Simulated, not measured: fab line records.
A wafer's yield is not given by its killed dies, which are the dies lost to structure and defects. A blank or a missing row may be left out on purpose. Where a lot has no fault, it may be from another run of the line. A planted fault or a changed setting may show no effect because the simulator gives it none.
Comparing a struck lot with a sound one | flow sky130 | 16 out of 708 route steps
Sound: wafers L988.3, L988.5, L988.6. Struck: wafer L998.5 (L998.2, L998.4, from the same lot, were not struck and are left out); the cause is given at the end.
Order at every step that has rows: each side's tool, ch and its chambers, its first start. Under that, the readings that differ: sound wafers | struck wafers | difference of the means | sigmas: that difference in standard deviations of wafers without a fault.
alike: readings whose means differ by less than 2 such deviations, and words and numbers that are the same on both sides. not compared: withheld readings, readings that some wafer has no value for, bounds like >300 that may hide the same value, and numbers for which the record gives no deviation and whose values overlap.
Wherever a step has rows on one side only, a row that says differs or no value, or a row with sigmas, the two part there. Numbers that have no deviation but don't overlap get no sigmas and don't part them. A reading missing from all wafers of one side parts the sides only when that side holds two or more wafers.

first, 2 steps without rows for these wafers: SKY_METAL4_PEB_11; SKY_METAL4_DEVELOP_12 (develop time 60 s).
SKY_METAL4_CD_MEAS_13 targets a cd of 300 nm.
  sound on cdSem-01 at day 43 06:57; struck on cdSem-02 at day 46 06:03
  alike: cdNm
SKY_METAL4_OVL_MEAS_14:
  sound on overlay-02 at day 43 07:02; struck on overlay-02 at day 46 06:10
  alike: METAL4_OVL
SKY_METAL4_DESCUM_15: chemistry O2, time 8 s.
  sound on rieMetal-02 ch 0,1, day 43 07:04; struck on rieMetal-02 ch 0, day 46 06:11
reading             | sound             | struck | difference | sigmas
oesProductAu (a.u.) | 0.968 0.973 1.003 | 1.021  | +0.040     | +3
  alike: chamberPressureMTorr, drypumpMotorCurrentA, heBacksideLeakSccm, tempC
  not compared: rfHoursCounterH
SKY_METAL4_ETCH_16: etches BARC in N2/H2, stops on SiO2, time 88.2 s, target depth 60 nm.
  sound on rieMetal-02 ch 0,1, day 43 07:08; struck on rieMetal-02 ch 0, day 46 06:13
  alike: chamberPressureMTorr, drypumpMotorCurrentA, heBacksideLeakSccm, oesProductAu, throttleValvePct
  not compared: rfHoursCounterH
SKY_METAL4_ETCH_17: etches SiO2 in C4F8/O2/Ar, stops on TiN, time 3.9 s, target depth 15 nm.
  sound on rieDiel-02 ch 0,1, day 43 07:11; struck on rieDiel-03 ch 2, day 46 06:19
  alike: chamberPressureMTorr, oesProductAu
  not compared: rfHoursCounterH
SKY_METAL4_METAL_ETCH_18: etches the open film in Cl2/BCl3, stops on SiO2, target depth 845 nm, time 183.1 s.
  sound on rieMetal-01 ch 0,1, day 43 07:16; struck on rieMetal-04 ch 0, day 46 06:23
  alike: chamberPressureMTorr, drypumpMotorCurrentA, heBacksideLeakSccm, mfcCl2Sccm, oesProductAu, throttleValvePct
  not compared: rfHoursCounterH
SKY_METAL4_STRIP_19: strips in O2/N2.
  sound on plasmaAsher-04 ch 0,1, day 43 07:25; struck on plasmaAsher-03 ch 0, day 46 06:41
  alike: chamberPressureMTorr, drypumpMotorCurrentA, oesProductAu, stripTimeToEndpointS
  not compared: rfHoursCounterH
then, 3 steps without rows for these wafers: SKY_METAL4_STRIP_20 (strips in post etch residue remover, time 1200 s); SKY_METAL4_CLEAN_21 (cleans in IPA, time 180 s); SKY_METAL4_CLEAN_22 (cleans in O3/DIW).
SKY_VIA4_HDPCVD_00: deposits SiO2, target thk 1750 nm, time 291.7 s.
  sound on hdpcvd-01 ch 0,1,2, day 43 07:59; struck on hdpcvd-01 ch 2, day 46 07:17
reading                                 | sound             | struck | difference | sigmas
sih4FlowSccm (sccm)                     | 59.94 60.55 59.94 | 71.71  | +11.57     | +64
model.SiO2_of_VIA4_HDPCVD_00.thkNm (nm) | 1710 1734 1731    | 2091   | +366       | 
  alike: susceptorTempC
SKY_VIA4_THK_MEAS_01:
  sound on filmMetro-02 at day 43 08:11; struck on filmMetro-02 at day 46 07:28
reading              | sound          | struck | difference | sigmas
VIA4_HDPCVD_THK (nm) | 1711 1734 1731 | 2091   | +366       | +19
then, 1 step without rows for these wafers: SKY_VIA4_CMP_02 (polishes SiO2).
-- the record jumps here: 3 days lie between the struck wafers' starts before and after (it left off in module VIA4 and takes up again in module PAD_OPEN, whose first step shown is number 708 of the route) --
SKY_PAD_OPEN_PROBE_99:
  sound on prober-02 at day 47 02:44; struck on prober-02 at day 49 16:19
reading            | sound    | struck | difference | sigmas
killed_at_M0_to_M3 | 35 37 37 | 50     | +14        | +2
  alike: defectLimitedYield, killed_at_M4_up, killedAtContacts, killedAtFrontEnd, killedAtOther, killedDies, killedOpen, killedShort, sort_bin_3_pad_short, sort_bin_5_function, sort_bin_6_memory, sortNPass, sortYieldPct

== WHERE THEY PART ==
First at SKY_METAL4_DESCUM_15; last, within this record, at SKY_PAD_OPEN_PROBE_99.

WHY: what had been put in by the simulator
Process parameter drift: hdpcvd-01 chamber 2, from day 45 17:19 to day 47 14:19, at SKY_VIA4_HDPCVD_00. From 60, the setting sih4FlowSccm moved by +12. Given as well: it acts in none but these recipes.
